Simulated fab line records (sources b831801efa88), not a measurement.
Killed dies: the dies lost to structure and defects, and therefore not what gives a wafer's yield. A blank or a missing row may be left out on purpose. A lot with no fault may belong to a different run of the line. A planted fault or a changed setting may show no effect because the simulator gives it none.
The tool behind it: which one? -- flow gf180mcu -- 39 wafers from 13 lots sampled at 4 of the route's 602 steps

## WHAT THE GAUGES SHOWED, per wafer
GF_M3_RS_MEAS_05: measures by four-point-probe.
lot,measured,on,M3_ALCU_RS (ohm/sq)
L596,day 20 06:50,film-metro-03,0.0686 0.0691 0.0692
L598,day 21 02:20,film-metro-01,0.0687 0.0688 0.0694
L599,day 21 11:50,film-metro-03,0.0696 0.0689 0.0692
L600,day 21 23:10,film-metro-01,0.0689 0.0689 0.0691
L602,day 22 11:12,film-metro-01,0.0684 0.0687 0.0690
L603,day 22 21:09,film-metro-03,0.0693 0.0694 0.0692
L604,day 23 16:56,film-metro-04,0.0691 0.0691 0.0682
L609,day 25 03:08,film-metro-04,0.0689 0.0692 0.0700
L610,day 25 10:29,film-metro-04,0.0687 0.0696 0.0688
L612,day 25 22:26,film-metro-03,0.0710 0.0708 0.0704
L614,day 26 13:37,film-metro-03,0.0700 0.0702 0.0695
L616,day 27 07:47,film-metro-03,0.0701 0.0698 0.0694
L619,day 28 01:20,film-metro-03,0.0703 0.0709 0.0702

## WHICH TOOL RAN EACH LOT (tool, then ch and the chambers of the sampled wafers, then the start)
lot,GF_CONTACT_SPUTTER_22,GF_M1_SPUTTER_03,GF_V2_SOFTBAKE_10
L596,"pvd-sputter-03, day 16 01:50","pvd-sputter-01, day 16 02:41","litho-track-04 ch 0, day 19 17:00"
L598,"pvd-sputter-03, day 16 21:49","pvd-sputter-02, day 16 22:42","litho-track-04 ch 0, day 20 13:00"
L599,"pvd-sputter-03, day 17 05:29","pvd-sputter-02, day 17 06:19","litho-track-01 ch 0, day 20 21:00"
L600,"pvd-sputter-04, day 17 16:28","pvd-sputter-02, day 17 17:19","litho-track-02 ch 0, day 21 09:00"
L602,"pvd-sputter-03, day 18 05:02","pvd-sputter-01, day 18 05:53","litho-track-04 ch 0, day 21 22:00"
L603,"pvd-sputter-02, day 18 13:49","pvd-sputter-02, day 18 14:39","litho-track-02 ch 0, day 22 07:00"
L604,"pvd-sputter-03, day 19 10:29","pvd-sputter-01, day 19 11:19","litho-track-04 ch 0, day 23 02:00"
L609,"pvd-sputter-04, day 20 22:53","pvd-sputter-03, day 20 23:44","litho-track-04 ch 0, day 24 14:00"
L610,"pvd-sputter-02, day 21 07:10","pvd-sputter-01, day 21 08:07","litho-track-04 ch 0, day 24 21:00"
L612,"pvd-sputter-04, day 21 21:59","pvd-sputter-01, day 21 22:50","litho-track-01 ch 0, day 25 09:00"
L614,"pvd-sputter-04, day 22 14:17","pvd-sputter-01, day 22 15:19","litho-track-01 ch 0, day 26 01:00"
L616,"pvd-sputter-02, day 23 09:53","pvd-sputter-01, day 23 10:43","litho-track-02 ch 0, day 26 19:00"
L619,"pvd-sputter-02, day 24 06:58","pvd-sputter-03, day 24 07:49","litho-track-01 ch 0, day 27 13:00"
- GF_CONTACT_SPUTTER_22: material Ti, target thk 15 nm, time 80.02 s.
- GF_M1_SPUTTER_03: material Ti, target thk 10 nm, time 6.7 s.
- GF_V2_SOFTBAKE_10: time 60 s.

## AS READ BY THE TOOLS THEMSELVES (means over the sampled wafers that have a number; for cases with no such wafer, the mark the record gives instead)
GF_CONTACT_SPUTTER_22.
lot,tool,chamber-pressure-pa (Pa),throttle-valve-pct (%)
L596,pvd-sputter-03,5.001,29.7
L598,pvd-sputter-03,5.005,29.5
L599,pvd-sputter-03,5.015,30.6
L600,pvd-sputter-04,4.998,28.9
L602,pvd-sputter-03,5.002,29.2
L603,pvd-sputter-02,4.993,29.4
L604,pvd-sputter-03,4.997,29.4
L609,pvd-sputter-04,4.993,30.4
L610,pvd-sputter-02,5.000,29.4
L612,pvd-sputter-04,4.992,29.9
L614,pvd-sputter-04,5.000,29.6
L616,pvd-sputter-02,5.001,29.8
L619,pvd-sputter-02,4.998,29.8

GF_M1_SPUTTER_03.
lot,tool,chamber-pressure-pa (Pa),throttle-valve-pct (%)
L596,pvd-sputter-01,0.3002,30.2
L598,pvd-sputter-02,0.3004,29.7
L599,pvd-sputter-02,0.3006,29.8
L600,pvd-sputter-02,0.3003,29.0
L602,pvd-sputter-01,0.2999,29.6
L603,pvd-sputter-02,0.2996,30.6
L604,pvd-sputter-01,0.3007,29.6
L609,pvd-sputter-03,0.3000,29.3
L610,pvd-sputter-01,0.2998,29.8
L612,pvd-sputter-01,0.2998,29.6
L614,pvd-sputter-01,0.2998,29.5
L616,pvd-sputter-01,0.3006,29.7
L619,pvd-sputter-03,0.2999,29.9

GF_V2_SOFTBAKE_10.
lot,tool,run-length-s (s)
L596,litho-track-04,89.17
L598,litho-track-04,89.21
L599,litho-track-01,89.18
L600,litho-track-02,89.11
L602,litho-track-04,89.24
L603,litho-track-02,88.98
L604,litho-track-04,89.13
L609,litho-track-04,100.43
L610,litho-track-04,100.52
L612,litho-track-01,89.11
L614,litho-track-01,89.14
L616,litho-track-02,89.05
L619,litho-track-01,88.93

## THE ANSWER, worked out from the rows above alone
Rule: what is usual is taken from the lots themselves. The widest of any qualifying gaps counts: lots, ordered by their means at a reading, are off when they make up no more than a third of the lots, leave a main group of 4 or more, and stand apart from it by 3 or more times the standard deviation of that group's means. A main group is skipped when, at the precision printed for the reading in the tables above, its means are all equal. Also off: a lot with no number at a reading for which 4 or more lots have one. Where the step has rows for the other lots, those lots are counted as sound. After the gauges, taken in route order, come the tools' own readings; for these a lot's mean is taken, as printed above. At the first step where some lot is off, the reading lying furthest off is the one used; lots without a number count as furthest.
Off at GF_V2_SOFTBAKE_10 (run-length-s): L609, L610. Mean 89.11 s and standard deviation 0.09 in the main group.
A tool fits if, at that step or a process step before it, it ran every lot that is off, and no sound lot after the first of them. One fits: GF_V2_SOFTBAKE_10 on litho-track-04. A fault onset in the window from L604 (day 23 02:00, its last sound lot) to L609 (day 24 14:00, its first lot off) fits.
The tool's own readings at GF_V2_SOFTBAKE_10 bear it out: on the lots that are off they differ by more than 5 times the standard deviation of the sound lots' means. run-length-s reads 100.47 s there against 89.11 s on the sound lots.

## WHAT THE SIMULATOR PUT IN
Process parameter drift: litho-track-04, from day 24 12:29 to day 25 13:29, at GF_V2_SOFTBAKE_10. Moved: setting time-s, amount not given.
Lots struck among those shown: L609, L610. This agrees with what the rule above found.
